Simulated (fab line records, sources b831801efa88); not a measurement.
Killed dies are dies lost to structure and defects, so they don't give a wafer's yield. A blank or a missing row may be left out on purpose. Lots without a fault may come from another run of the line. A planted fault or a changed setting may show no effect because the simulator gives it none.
A struck lot beside a sound one | flow sky130 | 21 steps out of a route of 708
Sound: wafers L620.2, L620.3, L620.6. Struck: wafers L628.1, L628.4, L628.6. The cause comes at the end.
At each step with rows: each side's tool, then ch and its chambers, then its first start. Under that, the readings that differ: sound wafers | struck wafers | difference of the means | sigmas: that difference in standard deviations of wafers without a fault.
alike: readings whose means differ by less than 2 such deviations, and words and numbers that are the same on both sides. not compared: withheld readings, readings that some wafer has no value for, bounds like >300 that may hide the same value, and numbers for which the record gives no deviation and whose values overlap.
The two part at a step that has a row with sigmas, a row that says differs or no value, or rows on one side only. Numbers that don't overlap but have no deviation are shown without sigmas and don't part them. A reading that every wafer of one side lacks parts them only if that side has two wafers or more.

SKY_POLY_GATE_THK_MEAS_21:
  sound on film_metro-02, day 16 10:03; struck on film_metro-03, day 19 16:46
  alike: POLY_GATE_OXIDATION_THK
SKY_POLY_GATE_CD_MEAS_22:
  sound on cd_sem-01, day 16 10:08; struck on cd_sem-01, day 19 16:49
  reading    | sound             | struck            | difference | sigmas
  cd_nm (nm) | 152.8 151.8 152.2 | 148.1 147.5 148.7 | -4.2       | -3
then, 7 steps without rows for these wafers: SKY_LDD_N_DEHYDRATE_00 (time 60 s); SKY_LDD_N_HMDS_01 (prime time 60 s); SKY_LDD_N_COAT_02 (resist thk 300 nm); SKY_LDD_N_SOFTBAKE_03 (time 60 s); SKY_LDD_N_EXPOSE_04 (exposes mask NTM, target cd 840 nm); SKY_LDD_N_PEB_05; SKY_LDD_N_DEVELOP_06 (develop time 60 s).
SKY_LDD_N_OVL_MEAS_07:
  sound on overlay-01, day 17 15:13; struck on overlay-02, day 21 00:05
  alike: LDD_N_OVL
then, 2 steps without rows for these wafers: SKY_LDD_N_IMPLANT_08; SKY_LDD_N_IMPLANT_09.
SKY_LDD_N_IMPLANT_10:
  sound on implanter-02 ch 0, day 17 15:34; struck on implanter-04 ch 0, day 21 00:25
  reading            | sound                         | struck                        | difference | sigmas
  dose_ions_cm2      | 7.502e+13 7.505e+13 7.517e+13 | 4.641e+13 4.628e+13 4.624e+13 | -2.877e+13 | -99 or more
  faraday_current_uA | 425 421 410                   | 262 252 257                   | -162       | -19
  alike: beam_energy_keV
then, 5 steps without rows for these wafers: SKY_LDD_N_IMPLANT_11; SKY_LDD_N_IMPLANT_12; SKY_LDD_N_IMPLANT_13; SKY_LDD_N_IMPLANT_14; SKY_LDD_N_IMPLANT_15.
SKY_LDD_N_STRIP_16: strips in O2/N2.
  sound on plasma_asher-04 ch 0,1, day 17 16:26; struck on plasma_asher-04 ch 0,1, day 21 01:19
  reading                      | sound             | struck            | difference | sigmas
  strip_time_to_endpoint_s (s) | 4.304 4.300 4.329 | 4.235 4.261 4.264 | -0.058     | -3
  alike: drypump_motor_current_A, oes_product_au
  not compared: rf_hours_counter_h
SKY_LDD_N_TW_MEAS_17:
  sound on film_metro-04, day 17 16:33; struck on film_metro-01, day 21 01:25
  alike: LDD_N_TW
-- the record jumps here: 27 days lie between the struck wafers' starts before and after (it left off in module LDD_N and takes up again in module PAD_OPEN, whose first step shown is number 708 of the route) --
SKY_PAD_OPEN_PROBE_99:
  sound on prober-02, day 45 15:20; struck on prober-01, day 48 01:10
  reading                     | sound             | struck            | difference | sigmas
  model.etest.tip_n.rs_ohm_sq | 442.1 444.4 444.8 | 477.7 472.1 477.9 | +32.1      |
  alike: killed_at_M0_to_M3, killed_at_M4_up, killed_at_contacts, killed_at_front_end, killed_at_other, killed_dies, killed_open, killed_short

WHERE THEY PART
First at SKY_POLY_GATE_CD_MEAS_22; last, within this record, at SKY_LDD_N_STRIP_16. Later steps at which nothing parts them and some readings are alike: SKY_LDD_N_TW_MEAS_17, SKY_PAD_OPEN_PROBE_99.

WHY: what the simulator had put in
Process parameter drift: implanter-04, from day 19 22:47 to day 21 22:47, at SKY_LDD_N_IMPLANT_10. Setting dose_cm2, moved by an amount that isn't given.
